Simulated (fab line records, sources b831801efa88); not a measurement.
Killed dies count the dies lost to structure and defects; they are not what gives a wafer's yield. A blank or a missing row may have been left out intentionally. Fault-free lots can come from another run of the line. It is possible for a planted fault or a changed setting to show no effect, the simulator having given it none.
Which tool did it? ; flow sky130 ; 11 lots, 32 wafers sampled, at 3 steps of a route of 708

== WHAT THE GAUGES READ, wafer by wafer ==
SKY_CONTACT_RS_MEAS_25: the measuring method here is four-point-probe.
lot;measured;on;CONTACT_W_RS (ohm/sq)
L441;day 32 01:28;film_metro-04;0.341 0.337 0.337
L443;day 33 01:56;film_metro-04;0.331 0.337 0.331
L446;day 34 00:25;film_metro-03;0.335 0.335 0.342
L447;day 34 01:41;film_metro-01;0.324 0.332 0.333
L448;day 34 13:56;film_metro-01;0.338 0.331 0.330
L450;day 35 13:05;film_metro-03;0.346 0.349 0.341
L449;day 35 13:06;film_metro-01;0.327 0.336 0.329
L453;day 35 22:14;film_metro-04;0.343 0.341 0.335
L455;day 36 14:30;film_metro-04;0.331 0.329 0.182 0.331 0.330 0.182
L457;day 37 02:48;film_metro-03;0.180 0.182 0.180 0.183
L461;day 38 08:40;film_metro-03;0.182 0.330 0.182 0.182 0.330 0.182

== WHAT TOOL EACH LOT RAN ON (gives the tool, then ch and the chambers of the sampled wafers, and finally the start) ==
lot;SKY_CONTACT_STRIP_19;SKY_CONTACT_CVD_24
L441;plasma_asher-02 ch 0, day 32 00:42;cvd_w-02 ch 1, day 32 01:22
L443;plasma_asher-04 ch 0,1, day 33 01:09;cvd_w-01 ch 0,1, day 33 01:49
L446;plasma_asher-01 ch 0,1, day 33 23:16;cvd_w-02 ch 0,1, day 34 00:17
L447;plasma_asher-02 ch 0,1, day 34 00:33;cvd_w-01 ch 0,1, day 34 01:34
L448;plasma_asher-02 ch 0,1, day 34 13:10;cvd_w-01 ch 0,1, day 34 13:49
L450;plasma_asher-04 ch 0,1, day 35 12:18;cvd_w-02 ch 0,1, day 35 12:57
L449;plasma_asher-01 ch 0,1, day 35 12:20;cvd_w-01 ch 0,1, day 35 12:59
L453;plasma_asher-02 ch 0,1, day 35 21:28;cvd_w-02 ch 0,1, day 35 22:07
L455;plasma_asher-01 ch 0,1, day 36 13:41;cvd_w-01 ch 0,1, day 36 14:22
L457;plasma_asher-02 ch 0, day 37 02:02;cvd_w-01 ch 0,1, day 37 02:41
L461;plasma_asher-01 ch 0,1, day 38 07:47;cvd_w-01 ch 0, day 38 08:26
- SKY_CONTACT_STRIP_19: strips in O2/N2.
- SKY_CONTACT_CVD_24: deposits W, target thk 340 nm, time 102.12 s.

== THE ANSWER, worked out from the rows above alone ==
Rule: what is usual is taken from the lots themselves. Put in order of their means at a reading, lots are off if they are a third of the lots or fewer, leave a main group of 4 or more, and stand apart from it by a gap of 3 or more times the standard deviation of the main group's means; of several such gaps the widest counts. Not used: any main group whose means are identical at the precision the tables above print for the reading. Also off: a lot with no number at a reading for which 4 or more lots have one. The other lots that the step has rows for count as sound.
Off: L455, L457, L461, seen at SKY_CONTACT_RS_MEAS_25 (CONTACT_W_RS). Main group: mean 0.336 ohm/sq, sd 0.0049.
If a tool, at a process step before that reading, ran all the lots that are off and no sound lot after the first of them, it fits. Those tools and the gauges at SKY_CONTACT_RS_MEAS_25 are tried in the same way. One fits: cvd_w-01 at SKY_CONTACT_CVD_24. Its last sound lot is L449 (day 35 12:59), its first lot that is off L455 (day 36 14:22): a fault that began between those two fits.

== WHAT THE SIMULATOR HAD PUT IN ==
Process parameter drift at SKY_CONTACT_CVD_24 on cvd_w-01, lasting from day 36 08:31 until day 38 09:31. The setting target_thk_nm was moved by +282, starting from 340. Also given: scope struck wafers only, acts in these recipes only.
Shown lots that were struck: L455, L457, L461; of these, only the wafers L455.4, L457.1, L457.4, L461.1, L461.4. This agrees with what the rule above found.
